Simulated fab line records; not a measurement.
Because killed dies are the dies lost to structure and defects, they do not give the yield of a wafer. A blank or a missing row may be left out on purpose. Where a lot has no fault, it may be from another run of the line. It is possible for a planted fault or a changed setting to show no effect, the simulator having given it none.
Which tool did it? / flow sfq_line / 42 wafers from 14 lots sampled at 3 of the route's 325 steps

WHAT EACH GAUGE READ, for each wafer
SFQ_INCOMING_BOW_MEAS_900. Usual: INCOMING_BOW typically reads 0 um, with standard deviation 6.3.
lot=L781; measured=day 1 15:02; on=film_metro-01; INCOMING_BOW (um)=3 -1 2; flag=
lot=L783; measured=day 2 01:00; on=film_metro-03; INCOMING_BOW (um)=4 -6 -4; flag=
lot=L784; measured=day 2 06:01; on=film_metro-01; INCOMING_BOW (um)=-5 -2 -10; flag=
lot=L785; measured=day 2 11:01; on=film_metro-01; INCOMING_BOW (um)=5 3 11; flag=
lot=L786; measured=day 2 16:04; on=film_metro-03; INCOMING_BOW (um)=-2 12 4; flag=
lot=L788; measured=day 3 02:02; on=film_metro-01; INCOMING_BOW (um)=0 -1 0; flag=
lot=L789; measured=day 3 07:00; on=film_metro-03; INCOMING_BOW (um)=-4 1 2; flag=
lot=L790; measured=day 3 12:02; on=film_metro-01; INCOMING_BOW (um)=-7 0 1; flag=
lot=L796; measured=day 4 18:00; on=film_metro-03; INCOMING_BOW (um)=-3 1 -8; flag=
lot=L797; measured=day 4 23:01; on=film_metro-02; INCOMING_BOW (um)=2 -1 -6; flag=
lot=L800; measured=day 5 14:01; on=film_metro-03; INCOMING_BOW (um)=-2 -9 -4; flag=
lot=L801; measured=day 5 19:01; on=film_metro-02; INCOMING_BOW (um)=1 -1 -12; flag=
lot=L802; measured=day 6 00:00; on=film_metro-02; INCOMING_BOW (um)=-8 7 1; flag=
lot=L803; measured=day 6 05:00; on=film_metro-01; INCOMING_BOW (um)=-10 3 9; flag=

SFQ_M1_OVL_MEAS_911. Usual: M1_OVL typically reads -1 nm, with standard deviation 5.5.
lot=L781; measured=day 11 01:03; on=overlay-01; M1_OVL (nm)=0 2 4; flag=
lot=L783; measured=day 14 07:50; on=overlay-02; M1_OVL (nm)=2 -4 1; flag=
lot=L784; measured=day 14 14:26; on=overlay-01; M1_OVL (nm)=-1 6 4; flag=
lot=L785; measured=day 14 22:14; on=overlay-01; M1_OVL (nm)=-3 -12 0; flag=
lot=L786; measured=day 15 19:59; on=overlay-02; M1_OVL (nm)=-5 -2 0; flag=
lot=L788; measured=day 16 16:21; on=overlay-02; M1_OVL (nm)=-10 -6 2; flag=
lot=L789; measured=day 17 04:40; on=overlay-02; M1_OVL (nm)=-7 -2 -6; flag=
lot=L790; measured=day 17 14:12; on=overlay-01; M1_OVL (nm)=8 7 7; flag=
lot=L796; measured=day 25 15:53; on=overlay-01; M1_OVL (nm)=-2 -5 1; flag=
lot=L797; measured=day 26 00:17; on=overlay-02; M1_OVL (nm)=-4 0 -4; flag=
lot=L800; measured=day 26 09:53; on=overlay-01; M1_OVL (nm)=-3 1 -9; flag=
lot=L801; measured=day 26 15:53; on=overlay-02; M1_OVL (nm)=3 7 -2; flag=
lot=L802; measured=day 27 01:29; on=overlay-01; M1_OVL (nm)=5 9 4; flag=
lot=L803; measured=day 27 07:29; on=overlay-02; M1_OVL (nm)=4 -8 -1; flag=

WHICH TOOL RAN EACH LOT (tool, then ch and the chambers of the sampled wafers, then the start)
lot=L781; SFQ_TRILAYER_I0_CMP_CMP_028=cmp-02 ch 2,3, day 9 03:19
lot=L783; SFQ_TRILAYER_I0_CMP_CMP_028=cmp-02 ch 0,2,3, day 9 17:49
lot=L784; SFQ_TRILAYER_I0_CMP_CMP_028=cmp-01 ch 0,1,2, day 9 21:43
lot=L785; SFQ_TRILAYER_I0_CMP_CMP_028=cmp-02 ch 0,1,3, day 10 02:49
lot=L786; SFQ_TRILAYER_I0_CMP_CMP_028=cmp-02 ch 0,1,3, day 10 15:49
lot=L788; SFQ_TRILAYER_I0_CMP_CMP_028=cmp-01 ch 0,1,2, day 11 08:20
lot=L789; SFQ_TRILAYER_I0_CMP_CMP_028=cmp-01 ch 0,2,3, day 11 15:50
lot=L790; SFQ_TRILAYER_I0_CMP_CMP_028=cmp-02 ch 1,3, day 12 00:19
lot=L796; SFQ_TRILAYER_I0_CMP_CMP_028=cmp-02 ch 0,2,3, day 13 02:22
lot=L797; SFQ_TRILAYER_I0_CMP_CMP_028=cmp-02 ch 2,3, day 13 11:46
lot=L800; SFQ_TRILAYER_I0_CMP_CMP_028=cmp-01 ch 0,1, day 13 18:38
lot=L801; SFQ_TRILAYER_I0_CMP_CMP_028=cmp-01 ch 0,2,3, day 14 01:40
lot=L802; SFQ_TRILAYER_I0_CMP_CMP_028=cmp-01 ch 2,3, day 14 10:52
lot=L803; SFQ_TRILAYER_I0_CMP_CMP_028=cmp-02 ch 2,3, day 14 20:50
- SFQ_TRILAYER_I0_CMP_CMP_028: polishes SiO2.

AS READ BY THE TOOLS THEMSELVES (means over the sampled wafers that have a number; for cases with no such wafer, the mark the record gives instead)
SFQ_TRILAYER_I0_CMP_CMP_028. Usual: edge_zone_pressure_frac 1.001, standard deviation 0.0047; motor_current_A 9.7 A, standard deviation 0.55; platen_rpm 60.00 rpm, standard deviation 0.04; time_to_endpoint_s 216 s, standard deviation 7.5.
lot=L781; tool=cmp-02; edge_zone_pressure_frac=0.999; motor_current_A (A)=9.7; platen_rpm (rpm)=60.01; time_to_endpoint_s (s)=216; flag=
lot=L783; tool=cmp-02; edge_zone_pressure_frac=0.999; motor_current_A (A)=10.1; platen_rpm (rpm)=60.02; time_to_endpoint_s (s)=223; flag=
lot=L784; tool=cmp-01; edge_zone_pressure_frac=1.003; motor_current_A (A)=9.1; platen_rpm (rpm)=60.01; time_to_endpoint_s (s)=213; flag=
lot=L785; tool=cmp-02; edge_zone_pressure_frac=1.001; motor_current_A (A)=9.9; platen_rpm (rpm)=59.99; time_to_endpoint_s (s)=211; flag=
lot=L786; tool=cmp-02; edge_zone_pressure_frac=0.998; motor_current_A (A)=9.9; platen_rpm (rpm)=60.07; time_to_endpoint_s (s)=218; flag=
lot=L788; tool=cmp-01; edge_zone_pressure_frac=0.996; motor_current_A (A)=9.2; platen_rpm (rpm)=59.99; time_to_endpoint_s (s)=223; flag=
lot=L789; tool=cmp-01; edge_zone_pressure_frac=1.000; motor_current_A (A)=9.4; platen_rpm (rpm)=59.98; time_to_endpoint_s (s)=214; flag=
lot=L790; tool=cmp-02; edge_zone_pressure_frac=0.997; motor_current_A (A)=9.7; platen_rpm (rpm)=59.99; time_to_endpoint_s (s)=211; flag=
lot=L796; tool=cmp-02; edge_zone_pressure_frac=1.001; motor_current_A (A)=10.0; platen_rpm (rpm)=59.97; time_to_endpoint_s (s)=212; flag=
lot=L797; tool=cmp-02; edge_zone_pressure_frac=1.000; motor_current_A (A)=9.7; platen_rpm (rpm)=60.00; time_to_endpoint_s (s)=216; flag=
lot=L800; tool=cmp-01; edge_zone_pressure_frac=1.001; motor_current_A (A)=9.1; platen_rpm (rpm)=60.00; time_to_endpoint_s (s)=214; flag=
lot=L801; tool=cmp-01; edge_zone_pressure_frac=0.998; motor_current_A (A)=9.2; platen_rpm (rpm)=60.01; time_to_endpoint_s (s)=225; flag=
lot=L802; tool=cmp-01; edge_zone_pressure_frac=0.997; motor_current_A (A)=9.5; platen_rpm (rpm)=60.00; time_to_endpoint_s (s)=217; flag=
lot=L803; tool=cmp-02; edge_zone_pressure_frac=1.004; motor_current_A (A)=9.7; platen_rpm (rpm)=60.01; time_to_endpoint_s (s)=220; flag=

THE ANSWER, worked out from the rows above alone
Rule: take the mean of a lot's wafers that have a number; if it is more than 3 standard deviations from the usual mean, the lot is off. A lot without any number at a reading at which 4 lots or more have one is off too. Where the step has rows for the other lots, those lots are counted as sound. After the gauges, taken in route order, come the tools' own readings; for these a lot's mean is taken, as printed above. The first step at which some lot is off is used, and at that step the reading that is off furthest; a lot without a number counts as furthest.
None of the lots is off at any reading shown; this tells nothing.

WHAT HAD BEEN PUT IN BY THE SIMULATOR
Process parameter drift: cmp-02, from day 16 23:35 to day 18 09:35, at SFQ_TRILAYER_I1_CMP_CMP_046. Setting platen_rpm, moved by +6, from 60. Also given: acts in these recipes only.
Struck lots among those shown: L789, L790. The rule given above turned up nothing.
